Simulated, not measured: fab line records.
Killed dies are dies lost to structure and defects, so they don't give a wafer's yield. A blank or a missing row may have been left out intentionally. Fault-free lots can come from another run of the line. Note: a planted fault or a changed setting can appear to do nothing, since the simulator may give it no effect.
A lot that was struck, set against a sound lot :: flow sky130 :: 18 out of 708 route steps
Sound: these wafers, L690.3, L690.4, L690.6. Struck: wafers L684.1, L684.5, L684.6. The cause is named last.
Per side, at each step with rows, come the tool, then ch with its chambers, and then its first start. Under that, the readings that differ: sound wafers :: struck wafers :: difference of the means :: sigmas: that difference in standard deviations of wafers without a fault.
alike: words and numbers the same on both sides, and readings whose means are apart by under 2 such deviations; not compared: readings that were withheld, readings missing a value for some wafer, numbers with overlapping values and no deviation given by the record, and bounds like >300 which may hide the same value.
Wherever a step has rows on one side only, a row that says differs or no value, or a row with sigmas, the two part there. Numbers that have no deviation but don't overlap get no sigmas and don't part them. A reading missing from all wafers of one side parts the sides only when that side holds two or more wafers.

first, 3 steps without rows for these wafers: SKY_SONOS_ONO_WET_ETCH_18 (etches Si3N4 in H3PO4, target depth 15 nm, time 172 s); SKY_GATE_OXIDE_CLEAN_00 (cleans in SC1/SC2, time 150 s); SKY_GATE_OXIDE_OXIDATION_01 (stabilise 600 s, purge 300 s, target thk 10.268 nm).
SKY_GATE_OXIDE_THK_MEAS_02:
  sound: film_metro-03 at day 19 20:28; struck: film_metro-04 at day 18 00:28
  alike: GATE_OXIDE_OXIDATION_00_THK
then, 7 steps without rows for these wafers: SKY_GATE_OXIDE_DEHYDRATE_03 (time 60 s); SKY_GATE_OXIDE_HMDS_04 (prime time 60 s); SKY_GATE_OXIDE_COAT_05 (resist thk 1140 nm); SKY_GATE_OXIDE_SOFTBAKE_06 (time 60 s); SKY_GATE_OXIDE_EXPOSE_07 (exposes mask LVOM, target cd 600 nm); SKY_GATE_OXIDE_PEB_08; SKY_GATE_OXIDE_DEVELOP_09 (develop time 60 s).
SKY_GATE_OXIDE_OVL_MEAS_10:
  sound: overlay-02 at day 21 02:56; struck: overlay-01 at day 19 06:29
  alike: GATE_OXIDE_OVL
SKY_GATE_OXIDE_IMPLANT_11:
  sound on implanter-03 ch 0, day 21 03:01; struck on implanter-04 ch 0, day 19 06:31
reading: dose_ions_cm2
sound: 2.5997e+12 2.5988e+12 2.5986e+12
struck: 4.2877e+12 4.2847e+12 4.2857e+12
difference: +1.6870e+12
sigmas: +99 or more

reading: faraday_current_uA
sound: 14.32 14.42 14.66
struck: 24.25 24.70 23.82
difference: +9.79
sigmas: +34
  alike: beam_energy_keV
then, 1 step without rows for these wafers: SKY_GATE_OXIDE_WET_ETCH_12 (etches SiO2 in dHF, target depth 16.8 nm, time 336 s).
SKY_GATE_OXIDE_STRIP_13: strips in O2/N2.
  sound on plasma_asher-01 ch 0,1, day 21 03:15; struck on plasma_asher-02 ch 0,1, day 19 06:47
  alike: drypump_motor_current_A, n2_flow_sccm, oes_product_au, strip_time_to_endpoint_s
  not compared: rf_hours_counter_h
SKY_GATE_OXIDE_TW_MEAS_14:
  sound: film_metro-04 at day 21 03:20; struck: film_metro-04 at day 19 06:53
reading: GATE_OXIDE_TW
sound: 221.6 221.3 221.6
struck: 257.8 255.5 256.7
difference: +35.2
sigmas: +15
then, 2 steps without rows for these wafers: SKY_GATE_OXIDE_CLEAN_15 (cleans in SC1/SC2, time 150 s); SKY_PAD_OPEN_PROBE_99.

== WHERE THEY PART ==
At SKY_GATE_OXIDE_IMPLANT_11 first; at SKY_GATE_OXIDE_TW_MEAS_14 last (within this record only).

WHY: what the simulator had put in
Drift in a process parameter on implanter-04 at SKY_GATE_OXIDE_IMPLANT_11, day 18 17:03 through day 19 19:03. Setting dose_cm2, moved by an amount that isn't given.
